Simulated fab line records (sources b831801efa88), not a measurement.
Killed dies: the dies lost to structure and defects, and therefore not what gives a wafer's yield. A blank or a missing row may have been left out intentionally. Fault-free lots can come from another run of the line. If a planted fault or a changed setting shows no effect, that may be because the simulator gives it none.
Problem report, 8D (eight disciplines) form, completed by code ; flow sky130 ; the parts of the form that need people (team, actions taken, sign-off) are left out

1. PROBLEM STATEMENT
A mean of 272.0 is read at SKY_PAD_OPEN_PROBE_99 for killed_at_M4_up, taken on 1 wafer of 1 lot, against 3.1 (standard deviation 1.8) on wafers free of any fault. So: +99 or more standard deviations from the usual mean.
First observed at day 48 09:26: wafer L507.1, on prober-01. The record has a number at this step for 20 wafers belonging to 7 lots. Rule for "out" (also "out of limits"): further than 4 standard deviations from the usual mean. Any other wafer with a number is counted as sound.

2. WHAT IT IS; WHAT IT IS NOT
question;is;is not
which readings at this step;killed_at_M4_up, defect_limited_yield, killed_dies, killed_on_rim, sort_bin_3_pad_short, sort_bin_5_function, sort_bin_6_memory, sort_n_pass, sort_yield_pct;killed_at_M0_to_M3, killed_at_front_end, killed_at_other, killed_short
which lots;L507;L496, L500, L501, L511, L516, L518
which wafers of those lots;L507.1;L507.3, L507.4
read on which tools;prober-01;prober-02
when;from day 48 09:26;"up to then (8 sound wafers); but 11 sound wafers of L507, L511, L516, L518 came after"

3. SUSPECTS, AND WHAT RULES EACH OUT
Counting: any tool at a process step up to the reading remains a suspect provided it ran every lot that is out. Sound lots after the first of them don't rule it out here, since some wafers of a struck lot are sound.
- cmp-02 at SKY_VIA4_CMP_02 (polishes SiO2): kept. It processed L507, the lot that is out, at day 44 21:32, and its most recent sound lot before then was L500 at day 42 19:58.
- prober-01 at SKY_PAD_OPEN_PROBE_99: kept. It processed L507, the lot that is out, at day 48 09:26, and its most recent sound lot before then was L500 at day 46 15:58. Out on those wafers are its own readings of defect_limited_yield, killed_at_M4_up, killed_dies, killed_on_rim, sort_bin_3_pad_short, sort_bin_5_function, sort_bin_6_memory, sort_n_pass, sort_yield_pct.
- Within cmp-02 at SKY_VIA4_CMP_02: the wafers that are out ran in chamber 2; their sound lot-mates ran in chambers 1, 3.
Left after counting: cmp-02 at SKY_VIA4_CMP_02, prober-01 at SKY_PAD_OPEN_PROBE_99.

4. THE CAUSE (what the simulator had put in)
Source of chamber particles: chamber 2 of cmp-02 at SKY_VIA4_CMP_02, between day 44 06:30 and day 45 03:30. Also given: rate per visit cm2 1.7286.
2 suspects survive the count, and this tool is in that group.

5. SEQUENCE OF EFFECTS, ordered by route
One row per reading whose mean, taken over the struck wafers that have a number, lies over 3 standard deviations from the usual. Readings are gone through only where the record gives a usual standard deviation; hours: the median, over the lots, of the time from a lot's start at the first step in this table giving one to that lot's start at this step; sigmas: the change measured in usual standard deviations.
hours;step;reading;usual;on struck wafers;change;sigmas
0;SKY_PAD_OPEN_PROBE_99;defect_limited_yield;82.5 %;32.5;-50.0;-28
0;SKY_PAD_OPEN_PROBE_99;killed_at_M4_up;3.1;272.0;+268.9;+99 or more
0;SKY_PAD_OPEN_PROBE_99;killed_dies;86;332;+246;+29
0;SKY_PAD_OPEN_PROBE_99;killed_on_rim;17;63;+46;+11
0;SKY_PAD_OPEN_PROBE_99;killed_open;47;23;-24;-3.6
0;SKY_PAD_OPEN_PROBE_99;sort_bin_3_pad_short;0.8 %;4.5;+3.7;+9.7
0;SKY_PAD_OPEN_PROBE_99;sort_bin_5_function;10.4 %;46.3;+35.9;+28
0;SKY_PAD_OPEN_PROBE_99;sort_bin_6_memory;6.2 %;16.7;+10.5;+9.5
0;SKY_PAD_OPEN_PROBE_99;sort_n_pass;406;160;-246;-29
0;SKY_PAD_OPEN_PROBE_99;sort_yield_pct;82.5 %;32.5;-50.0;-28
It contains these process steps:
- SKY_PAD_OPEN_PROBE_99

6. HOW IT WOULD HAVE BEEN CAUGHT EARLIER
In this record the first reading out of limits was taken at day 48 09:26, 99 hours after the fault began at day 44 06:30.
Tool readings at SKY_VIA4_CMP_02 with a usual standard deviation given in the record: none out on any struck wafer, hence no alarm at a limit of 4 standard deviations on them.
By day 48 09:26 the whole set of lots that are out, 1 in number, had already begun SKY_VIA4_CMP_02 on cmp-02. Had the tool been put on hold then, not one of them would have been saved.
